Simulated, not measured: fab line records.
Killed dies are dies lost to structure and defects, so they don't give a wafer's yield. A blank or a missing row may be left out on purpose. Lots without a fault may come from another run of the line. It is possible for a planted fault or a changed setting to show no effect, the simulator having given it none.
Which tool was responsible?    flow sky130    12 lots with 34 wafers sampled at 4 steps, on a route of 708 steps

== WHAT THE GAUGES READ, wafer by wafer ==
SKY_METAL3_OVL_MEAS_14. Usual: for METAL3_OVL the level is 2 nm and the standard deviation is 4.9.
lot   measured      on          METAL3_OVL (nm)  flag
L655  day 38 07:26  overlay-02  0 4 3            
L654  day 38 08:41  overlay-01  -1 -2 4          
L656  day 39 21:22  overlay-02  2 -4 2           
L657  day 39 23:05  overlay-01  5 5 9            
L658  day 43 00:13  overlay-01  -5 -2 0          
L660  day 43 01:17  overlay-02  2 5 6            
L659  day 43 02:11  overlay-01  3 0 3            
L663  day 43 02:32  overlay-02  1 8              
L664  day 43 04:14  overlay-02  5 1              
L670  day 43 10:28  overlay-02  0 -1 0           
L672  day 43 11:58  overlay-01  3 5 0            
L674  day 43 21:29  overlay-02  11 13 14         

SKY_VIA3_CD_MEAS_12 targets a cd of 200 nm. Usual: cd nm at 199.6 nm, with a standard deviation of 1.5.
lot   measured      on         cd nm (nm)         flag
L655  day 39 08:23  cd sem-01  196.5 198.8 198.1  
L654  day 39 10:19  cd sem-02  201.1 200.9 202.0  
L656  day 40 23:31  cd sem-01  200.1 201.3 201.0  
L657  day 41 01:35  cd sem-01  199.5 198.7 198.5  
L658  day 44 00:49  cd sem-02  197.9 200.2 198.7  
L660  day 44 02:16  cd sem-02  199.4 199.7 201.2  
L659  day 44 02:39  cd sem-01  201.0 201.4 201.4  
L663  day 44 03:10  cd sem-01  202.3 201.6        
L664  day 44 04:32  cd sem-02  199.5 201.3        
L670  day 44 10:35  cd sem-01  199.4 197.0 198.8  
L672  day 44 12:45  cd sem-02  198.6 198.5 198.8  
L674  day 44 20:44  cd sem-02  200.7 200.4 200.4  

== WHAT TOOL EACH LOT RAN ON (gives the tool, then ch and the chambers of the sampled wafers, and finally the start) ==
lot   SKY_METAL3_SPUTTER_03         SKY_VIA3_HDPCVD_00
L655  pvd sputter-03, day 36 03:13  hdpcvd-01 ch 0,1,2, day 38 08:23
L654  pvd sputter-04, day 36 03:43  hdpcvd-02 ch 0,2, day 38 09:40
L656  pvd sputter-03, day 37 19:58  hdpcvd-01 ch 1,2, day 39 22:19
L657  pvd sputter-04, day 37 20:39  hdpcvd-01 ch 0,1,2, day 40 00:02
L658  pvd sputter-02, day 41 02:07  hdpcvd-02 ch 0,1,2, day 43 01:10
L660  pvd sputter-04, day 41 03:20  hdpcvd-02 ch 1,2, day 43 02:14
L659  pvd sputter-03, day 41 03:38  hdpcvd-01 ch 1,2, day 43 03:08
L663  pvd sputter-02, day 41 03:47  hdpcvd-02 ch 0,1, day 43 03:29
L664  pvd sputter-04, day 41 04:56  hdpcvd-02 ch 2, day 43 05:11
L670  pvd sputter-04, day 41 11:54  hdpcvd-01 ch 0,1, day 43 11:41
L672  pvd sputter-02, day 41 13:32  hdpcvd-01 ch 0,1,2, day 43 13:22
L674  pvd sputter-04, day 41 23:37  hdpcvd-01 ch 0,1,2, day 43 22:26
- SKY_METAL3_SPUTTER_03: material Ti, target thk 5 nm, time 3.3 s.
- SKY_VIA3_HDPCVD_00: deposits SiO2, target thk 1635 nm, time 272.5 s.

== AS READ BY THE TOOLS THEMSELVES (means over the sampled wafers that have a number; for cases with no such wafer, the mark the record gives instead) ==
SKY_METAL3_SPUTTER_03. Usual: cathode dc power W 2999.9 W, standard deviation 0.49; throttle valve pct 30.3 %, standard deviation 0.96.
lot   tool            cathode dc power W (W)  throttle valve pct (%)  flag
L655  pvd sputter-03  3000.3                  31.7                    
L654  pvd sputter-04  3000.0                  29.7                    
L656  pvd sputter-03  3000.1                  31.0                    
L657  pvd sputter-04  2999.9                  29.9                    
L658  pvd sputter-02  2999.3                  30.3                    
L660  pvd sputter-04  2999.8                  29.8                    
L659  pvd sputter-03  3000.0                  31.5                    
L663  pvd sputter-02  2999.8                  31.0                    
L664  pvd sputter-04  3000.7                  30.1                    
L670  pvd sputter-04  2999.5                  29.3                    
L672  pvd sputter-02  3000.0                  29.8                    
L674  pvd sputter-04  3000.2                  29.4                    

SKY_VIA3_HDPCVD_00. Usual: run length s at 300.5 s, with a standard deviation of 0.5.
lot   tool       run length s (s)  flag
L655  hdpcvd-01  300.5             
L654  hdpcvd-02  300.1             
L656  hdpcvd-01  300.3             
L657  hdpcvd-01  300.6             
L658  hdpcvd-02  300.4             
L660  hdpcvd-02  300.5             
L659  hdpcvd-01  300.5             
L663  hdpcvd-02  291.9             OFF
L664  hdpcvd-02  295.2             OFF
L670  hdpcvd-01  300.3             
L672  hdpcvd-01  300.4             
L674  hdpcvd-01  300.4             

== THE ANSWER, worked out from the rows above alone ==
Rule: lot off if the mean of its wafers having a number is beyond 3 standard deviations from the usual mean. A lot without any number at a reading at which 4 lots or more have one is off too. Where the step has rows for the other lots, those lots are counted as sound. After the gauges, taken in route order, come the tools' own readings; for these a lot's mean is taken, as printed above. The first step at which some lot is off is used, and at that step the reading that is off furthest; a lot without a number counts as furthest.
Off, at SKY_VIA3_HDPCVD_00 on run length s: L663, L664.
If a tool, at that step or one of the process steps before it, ran each lot that is off and ran no sound lot following the first of them, it fits. One fits: SKY_VIA3_HDPCVD_00 on hdpcvd-02. A fault onset in the window from L660 (day 43 02:14, its last sound lot) to L663 (day 43 03:29, its first lot off) fits.
On the lots that are off, the tool's own readings at SKY_VIA3_HDPCVD_00 differ by more than 5 times the standard deviation of the sound lots' means, which bears it out; run length s reads 293.5 s there versus 300.4 s on the sound lots.

== WHAT WAS PUT IN BY THE SIMULATOR ==
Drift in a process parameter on hdpcvd-02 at SKY_VIA3_HDPCVD_00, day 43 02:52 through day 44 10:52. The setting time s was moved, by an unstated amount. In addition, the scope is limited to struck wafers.
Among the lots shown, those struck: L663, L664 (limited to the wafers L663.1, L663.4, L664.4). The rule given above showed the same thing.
